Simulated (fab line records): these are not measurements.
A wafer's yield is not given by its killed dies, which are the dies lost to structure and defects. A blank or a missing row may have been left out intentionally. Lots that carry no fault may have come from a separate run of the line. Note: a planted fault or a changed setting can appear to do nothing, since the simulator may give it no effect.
Struck lot and sound lot, side by side | flow gf180mcu | 15 steps out of a route of 602
Sound: wafers L568.2, L568.3, L568.6. Struck: wafers L581.2, L581.3, L581.5. The cause comes at the end.
For every step that has rows: the tool of each side, followed by ch and its chambers, followed by its first start. Under that, the readings that differ: sound wafers | struck wafers | difference of the means | sigmas: that difference in standard deviations of wafers without a fault.
alike: a reading whose means differ by less than 2 such deviations, as well as words and numbers matching on both sides. not compared: withheld readings; readings where some wafer has no value; bounds like >300 that might hide an equal value; numbers whose values overlap and for which the record gives no deviation.
Wherever a step has rows on one side only, a row that says differs or no value, or a row with sigmas, the two part there. Numbers that have no deviation but don't overlap get no sigmas and don't part them. A reading that every wafer of one side lacks parts them only if that side has two wafers or more.

first, 5 steps without rows for these wafers: GF_V1_COAT_09 (resist thk 1000 nm); GF_V1_SOFTBAKE_10 (time 60 s); GF_V1_EXPOSE_11 (exposes mask Via1, target cd 260 nm); GF_V1_PEB_12 (peb time 90 s); GF_V1_DEVELOP_13 (develop time 60 s).
GF_V1_CD_MEAS_14: the cd target is 260 nm.
  sound on cdSem-02, day 20 02:19; struck on cdSem-01, day 25 11:35
  alike: cdNm
GF_V1_OVL_MEAS_15:
  sound on overlay-02, day 20 02:25; struck on overlay-02, day 25 11:41
  alike: V1_OVL
GF_V1_ETCH_16: etches BARC in N2/H2.
  sound on rieDiel-01 ch 1,2,3, day 20 02:27; struck on rieDiel-03 ch 0,2, day 25 11:43
  alike: drypumpMotorCurrentA, oesProductAu, throttleValvePct
GF_V1_ETCH_17: etches SiO2 in C4F8/O2/Ar, stops on TiN, target depth 630 nm.
  sound on rieDiel-01 ch 1,2,3; struck on rieDiel-03 ch 0,2
  alike: oesProductAu
GF_V1_STRIP_18: strips in O2/N2.
  sound on plasmaAsher-01 ch 0,1, day 20 02:35; struck on plasmaAsher-03 ch 0,1, day 25 11:50
  alike: drypumpMotorCurrentA, heaterPowerW, oesProductAu
  not compared: rfHoursCounterH
then, 2 steps without rows for these wafers: GF_V1_STRIP_19 (strips in post etch residue remover, time 1200 s); GF_V1_CLEAN_20 (cleans in DIW).
GF_V1_SPUTTER_21: material Ti, target thk 15 nm, time 80.02 s.
  sound on pvdSputter-02, day 20 03:07; struck on pvdSputter-01, day 25 12:25
reading                              | sound             | struck            | difference | sigmas
model.Ti_of_V1_SPUTTER_21.thkNm (nm) | 14.86 14.99 14.95 | 15.46 15.59 15.79 | +0.68      | 
  alike: throttleValvePct
GF_V1_SPUTTER_22: material TiN, target thk 10 nm, time 40 s.
  sound on pvdSputter-02, day 20 03:10; struck on pvdSputter-01, day 25 12:28
  alike: throttleValvePct
GF_PASSIVATION_PROBE_99:
  the record has rows for the sound wafers here (prober-01, day 30 16:21) and none for the struck ones

## WHERE THEY PART
At GF_PASSIVATION_PROBE_99 and nowhere else, as far as this record goes.

WHY: the cause the simulator had injected
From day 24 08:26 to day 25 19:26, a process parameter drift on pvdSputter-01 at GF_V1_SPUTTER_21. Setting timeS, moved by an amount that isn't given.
